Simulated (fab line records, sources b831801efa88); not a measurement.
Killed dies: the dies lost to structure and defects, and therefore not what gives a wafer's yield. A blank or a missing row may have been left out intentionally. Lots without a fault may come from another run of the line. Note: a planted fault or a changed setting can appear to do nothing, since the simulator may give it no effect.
Struck lot and sound lot, side by side -- flow sky130 -- 26 out of 708 route steps
Sound: these wafers, L684.1, L684.3, L684.6. The struck wafers were L691.3, L691.5, L691.6. At the end, the cause is stated.
Each step with rows lists, per side, the tool, then ch with its chambers, then its first start. Under that, the readings that differ: sound wafers -- struck wafers -- difference of the means -- sigmas: that difference in standard deviations of wafers without a fault.
alike: readings whose means differ by less than 2 such deviations, and words and numbers that are the same on both sides. not compared: withheld readings, readings that some wafer has no value for, bounds like >300 that may hide the same value, and numbers for which the record gives no deviation and whose values overlap.
The two part at a step that has a row with sigmas, a row that says differs or no value, or rows on one side only. Non-overlapping numbers with no deviation appear without sigmas and do not part them. A reading that every wafer of one side lacks parts them only if that side has two wafers or more.

SKY_VIA1_RS_MEAS_22: measurement is done with a four-point probe.
  sound: film metro-04 at day 37 07:49; struck: film metro-01 at day 39 14:38
  alike: VIA1_W_RS
SKY_VIA1_THK_MEAS_23: measures by xrf.
  sound: film metro-04 at day 37 07:56; struck: film metro-01 at day 39 14:44
  alike: VIA1_W_THK
then, 3 steps without rows for these wafers: SKY_VIA1_CMP_24 (polishes, stops on SiO2, t overpolish 15 s, target thk 0 nm); SKY_METAL2_SPUTTER_00 (material Ti, target thk 15 nm, time 10 s); SKY_METAL2_SPUTTER_01 (material TiN, target thk 20 nm, time 16.7 s).
SKY_METAL2_SPUTTER_02: material AlCu, target thk 250 nm, time 13.3 s.
  sound: pvd sputter-01 at day 37 08:21; struck: pvd sputter-02 at day 39 15:08
  alike: throttle valve pct
SKY_METAL2_SPUTTER_03: material Ti, target thk 5 nm, time 3.3 s.
  sound: pvd sputter-01 at day 37 08:22; struck: pvd sputter-02 at day 39 15:09
  alike: throttle valve pct
SKY_METAL2_SPUTTER_04: material TiN, target thk 70 nm, time 58.3 s.
  sound: pvd sputter-01 at day 37 08:23; struck: pvd sputter-02 at day 39 15:10
  alike: throttle valve pct
SKY_METAL2_RS_MEAS_05: measurement is done with a four-point probe.
  sound: film metro-02 at day 37 08:26; struck: film metro-04 at day 39 15:16
  alike: METAL2_ALCU_RS
SKY_METAL2_THK_MEAS_06: measures by xrf.
  sound: film metro-02 at day 37 08:34; struck: film metro-04 at day 39 15:22
  alike: METAL2_ALCU_THK
then, 2 steps without rows for these wafers: SKY_METAL2_DEHYDRATE_07 (time 60 s); SKY_METAL2_HMDS_08 (prime time 60 s).
SKY_METAL2_COAT_09: resist thk 60 nm.
  sound on litho track-01 ch 0, day 37 20:08; struck on litho track-02 ch 0, day 40 03:40
reading,sound,struck,difference,sigmas
spin speed rpm (rpm),3001.5 3000.7 2999.7,2251.4 2258.4 2252.6,-746.5,-99 or more
  alike: exhaust pa
then, 5 steps without rows for these wafers: SKY_METAL2_COAT_10 (resist thk 450 nm); SKY_METAL2_SOFTBAKE_11 (time 90 s); SKY_METAL2_EXPOSE_12 (exposes mask MM2, target cd 140 nm); SKY_METAL2_PEB_13; SKY_METAL2_DEVELOP_14 (develop time 60 s).
SKY_METAL2_CD_MEAS_15: target cd 140 nm.
  sound: cd sem-01 at day 38 09:17; struck: cd sem-02 at day 40 15:37
  alike: cd nm
SKY_METAL2_OVL_MEAS_16:
  sound: overlay-02 at day 38 09:24; struck: overlay-02 at day 40 15:43
  alike: METAL2_OVL
SKY_METAL2_DESCUM_17: chemistry O2, time 8 s.
  sound on rie metal-03 ch 0,1, day 38 09:26; struck on rie metal-01 ch 0,1, day 40 15:45
  alike: drypump motor current A, oes product au
  not compared: rf hours counter h
SKY_METAL2_ETCH_18: etches BARC in N2/H2, stops on SiO2, time 45.9 s, target depth 60 nm.
  sound on rie metal-03 ch 0,1, day 38 09:28; struck on rie metal-01 ch 0,1, day 40 15:47
reading,sound,struck,difference,sigmas
oes product au (a.u.),0.849 0.849 0.856,0.922 0.924 0.932,+0.075,+15
model.etch.depth nm (nm),59.91 60.02 59.76,69.32 69.41 69.5,+9.51,
  alike: drypump motor current A, throttle valve pct
  not compared: rf hours counter h
SKY_METAL2_METAL_ETCH_19: etches the open film in Cl2/BCl3, stops on SiO2, target depth 360 nm, time 78 s.
  sound on rie metal-03 ch 0,1, day 38 09:32; struck on rie metal-01 ch 0,1, day 40 15:52
reading,sound,struck,difference,sigmas
throttle valve pct (%),22.281 22.270 22.269,22.238 22.256 22.262,-0.021,-2
  alike: drypump motor current A, oes product au
  not compared: rf hours counter h
SKY_METAL2_STRIP_20: strips in O2/N2.
  sound on plasma asher-04 ch 0,1, day 38 09:37; struck on plasma asher-03 ch 0,1, day 40 15:57
reading,sound,struck,difference,sigmas
oes product au (a.u.),0.343 0.337 0.340,0.353 0.348 0.349,+0.010,+2
strip time to endpoint s (s),2.64 2.63 2.68,2.76 2.83 2.77,+0.14,+3
  alike: drypump motor current A
  not compared: rf hours counter h
then, 1 step without rows for these wafers: SKY_METAL2_STRIP_21 (strips in post etch residue remover, time 1200 s).
SKY_PAD_OPEN_PROBE_99:
  rows exist in the record for the sound wafers here (prober-01, day 48 08:34), none for the struck ones

## WHERE THEY PART
At SKY_METAL2_COAT_09 first; at SKY_PAD_OPEN_PROBE_99 last (within this record only).

WHY: what the simulator had put in
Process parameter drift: litho track-02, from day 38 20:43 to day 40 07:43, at SKY_METAL2_COAT_09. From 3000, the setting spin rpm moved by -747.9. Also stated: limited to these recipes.
